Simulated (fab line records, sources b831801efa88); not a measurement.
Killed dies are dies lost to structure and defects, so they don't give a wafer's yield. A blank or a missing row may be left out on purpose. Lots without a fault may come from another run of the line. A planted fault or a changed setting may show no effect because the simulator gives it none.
Problem report in the 8D (eight disciplines) form, filled by code | flow sky130 | the parts of the form that need people (team, actions taken, sign-off) are left out

1. THE PROBLEM
rf_fwd_power_W at SKY_METAL2_ETCH_18 reads a mean of 415.6 W on 6 wafers of 2 lots; wafers without a fault read 496.3 W with a standard deviation of 1.6. That is -50 standard deviations from the usual mean.
The step: etches BARC in N2/H2, stops on SiO2, time 45.9 s, target depth 60 nm.
First seen on wafer L703.1, day 38 18:26, on rie_metal-01. The record holds 36 wafers of 12 lots with a number at this step. Rule for "out", or "out of limits": more than 4 standard deviations from the usual mean. The other wafers with a number count as sound.

2. WHAT IT IS AND WHAT IT IS NOT
question                    | is                     | is not
which readings at this step | rf_fwd_power_W         | drypump_motor_current_A, throttle_valve_pct
which lots                  | L703, L705             | L692, L693, L694, L695, L697, L700, L704, L713, L714, L715
which wafers of those lots  | all that have a number | -
read on which tools         | rie_metal-01           | rie_metal-02, rie_metal-03
when                        | from day 38 18:26      | up to then (18 sound wafers); but 12 sound wafers of L704, L713, L714, L715 came after

3. SUSPECTS, AND WHAT RULES EACH OUT
Counting: a tool at a process step up to the reading stays a suspect if it ran every lot that is out and no sound lot after the first of them.
- rie_metal-01 at SKY_METAL2_ETCH_18 (etches BARC in N2/H2, stops on SiO2, time 45.9 s, target depth 60 nm): ruled out as a lasting fault. Sound lots L715 ran on it after its first lot that is out, L703 (day 38 18:26).
Left after counting: nothing in the record.

4. THE CAUSE (what the simulator had put in)
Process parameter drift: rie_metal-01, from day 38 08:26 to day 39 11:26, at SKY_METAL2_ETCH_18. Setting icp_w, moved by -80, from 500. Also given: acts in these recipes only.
Counting ruled it out, wrongly.

5. THE CHAIN OF EFFECTS, in route order
Each row: a reading whose mean over the struck wafers that have a number lies more than 3 standard deviations from the usual. Only readings for which the record gives a usual standard deviation are gone through. hours: the time from each lot's start at the first step in this table that gives one to its start at this step, as a median over the lots. sigmas: the change in usual standard deviations.
hours | step               | reading        | usual   | on struck wafers | change | sigmas
0     | SKY_METAL2_ETCH_18 | rf_fwd_power_W | 496.3 W | 415.6            | -80.7  | -50
The process steps in it:
- SKY_METAL2_ETCH_18: etches BARC in N2/H2, stops on SiO2, time 45.9 s, target depth 60 nm.

6. WHAT WOULD HAVE CAUGHT IT SOONER
In this record the first reading out of limits was taken at day 38 18:26, 10 hours after the fault began at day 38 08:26.
